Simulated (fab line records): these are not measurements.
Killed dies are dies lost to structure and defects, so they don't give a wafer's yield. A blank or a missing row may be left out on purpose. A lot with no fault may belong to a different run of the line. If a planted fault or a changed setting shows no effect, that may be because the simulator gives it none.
Comparing a struck lot with a sound one :: flow sky130 :: 16 out of 708 route steps
Sound: these wafers, L700.3, L700.4, L700.6. Wafers struck: L702.2, L702.4, L702.5. The cause is named last.
At each step with rows: each side's tool, then ch and its chambers, then its first start. Under that, the readings that differ: sound wafers :: struck wafers :: difference of the means :: sigmas: that difference in standard deviations of wafers without a fault.
alike: a reading whose means differ by less than 2 such deviations, as well as words and numbers matching on both sides. not compared: withheld readings; readings where some wafer has no value; bounds like >300 that might hide an equal value; numbers whose values overlap and for which the record gives no deviation.
Wherever a step has rows on one side only, a row that says differs or no value, or a row with sigmas, the two part there. When numbers do not overlap yet have no deviation, they are printed without sigmas and do not part them. A reading that every wafer of one side lacks parts them only if that side has two wafers or more.

first, 3 steps without rows for these wafers: SKY_SONOS_TUNNEL_EXPOSE_04 (exposes mask TUNM, target cd 410 nm); SKY_SONOS_TUNNEL_PEB_05; SKY_SONOS_TUNNEL_DEVELOP_06 (develop time 60.75 s).
SKY_SONOS_TUNNEL_CD_MEAS_07: the cd target is 410 nm.
  struck on cd sem-01, day 12 17:05; sound on cd sem-02, day 12 03:38
  alike: cd nm
SKY_SONOS_TUNNEL_OVL_MEAS_08:
  struck on overlay-02, day 12 17:12; sound on overlay-01, day 12 03:43
  alike: SONOS_TUNNEL_OVL
then, 3 steps without rows for these wafers: SKY_SONOS_TUNNEL_IMPLANT_09; SKY_SONOS_TUNNEL_WET_ETCH_10 (etches SiO2 in dHF, target depth 14 nm, time 280 s); SKY_SONOS_TUNNEL_STRIP_11 (strips in SPM, time 600 s).
SKY_SONOS_TUNNEL_TW_MEAS_12:
  struck on film metro-03, day 12 17:40; sound on film metro-01, day 12 04:12
  alike: SONOS_TUNNEL_TW
then, 2 steps without rows for these wafers: SKY_SONOS_TUNNEL_CLEAN_13 (cleans in dHF, time 20 s); SKY_SONOS_ONO_OXIDATION_00 (stabilise 600 s, purge 300 s, target thk 2.6 nm).
SKY_SONOS_ONO_THK_MEAS_01:
  struck on film metro-04, day 12 20:02; sound on film metro-04, day 12 06:28
  alike: SONOS_ONO_OXIDATION_THK
SKY_SONOS_ONO_CVD_02: deposits Si3N4 from DCS/NH3, target thk 10.5 nm, time 180 s.
  sound on lpcvd-02 ch 0, day 12 06:30; struck on lpcvd-02 ch 1, day 12 20:46
reading: pressure mtorr (mTorr)
sound: 250.7 249.8 250.1
struck: 300.0 300.0 299.3
difference: +49.6
sigmas: +99 or more

reading: model.Si3N4_of_SONOS_ONO_CVD_02.thk nm (nm)
sound: 10.41 10.53 10.57
struck: 11.23 11.16 11.15
difference: +0.68
sigmas: 
SKY_SONOS_ONO_THK_MEAS_03:
  struck on film metro-04, day 12 21:50; sound on film metro-02, day 12 07:34
reading: SONOS_ONO_CVD_02_THK (nm)
sound: 10.39 10.52 10.62
struck: 11.20 11.17 11.16
difference: +0.67
sigmas: +7
then, 1 step without rows for these wafers: SKY_SONOS_ONO_CVD_04 (deposits SiO2 from SiH4/N2O, target thk 5.7199 nm).
-- the record jumps here: 34 days lie between the struck wafers' starts before and after (it left off in module SONOS_ONO and takes up again in module PAD_OPEN, whose first step shown is number 708 of the route) --
SKY_PAD_OPEN_PROBE_99:
  struck on prober-02, day 46 22:04; sound on prober-02, day 46 13:49
reading: model.etest.cap ono.gate log10 a cm2
sound: -7.61 -7.717 -7.765
struck: -8.494 -8.348 -8.47
difference: -0.740
sigmas: 

reading: model.etest.cap ono.tox acc nm (nm)
sound: 12.65 12.68 12.8
struck: 13.3 13.16 13.29
difference: +0.5
sigmas: 

reading: model.etest.sonos programmed.vt v (V)
sound: 1.572 1.566 1.49
struck: 1.208 1.285 1.258
difference: -0.292
sigmas: 

reading: model.etest.sonos erased.vt v (V)
sound: -2.404 -2.374 -2.381
struck: -2.095 -2.183 -2.117
difference: +0.255
sigmas: 

reading: model.etest.sonos baked.vt v (V)
sound: 1.021 1.015 0.9686
struck: 0.8495 0.8157 0.8374
difference: -0.1673
sigmas: 

reading: model.etest.sonos baked.vt less v (V)
sound: -0.5509 -0.5509 -0.5209
struck: -0.3589 -0.4692 -0.4202
difference: +0.1248
sigmas: 
  alike: killed_at_M0_to_M3, killed_at_M4_up, killed at contacts, killed at front end, killed at other, killed dies, killed open, killed short

== WHERE THEY PART ==
First at SKY_SONOS_ONO_CVD_02; last, within this record, at SKY_SONOS_ONO_THK_MEAS_03. Later steps at which nothing parts them and some readings are alike: SKY_PAD_OPEN_PROBE_99.

WHY: whatever the simulator had introduced
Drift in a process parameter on lpcvd-02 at SKY_SONOS_ONO_CVD_02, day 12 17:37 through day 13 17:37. The setting pressure mtorr was moved by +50, starting from 250. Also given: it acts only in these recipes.
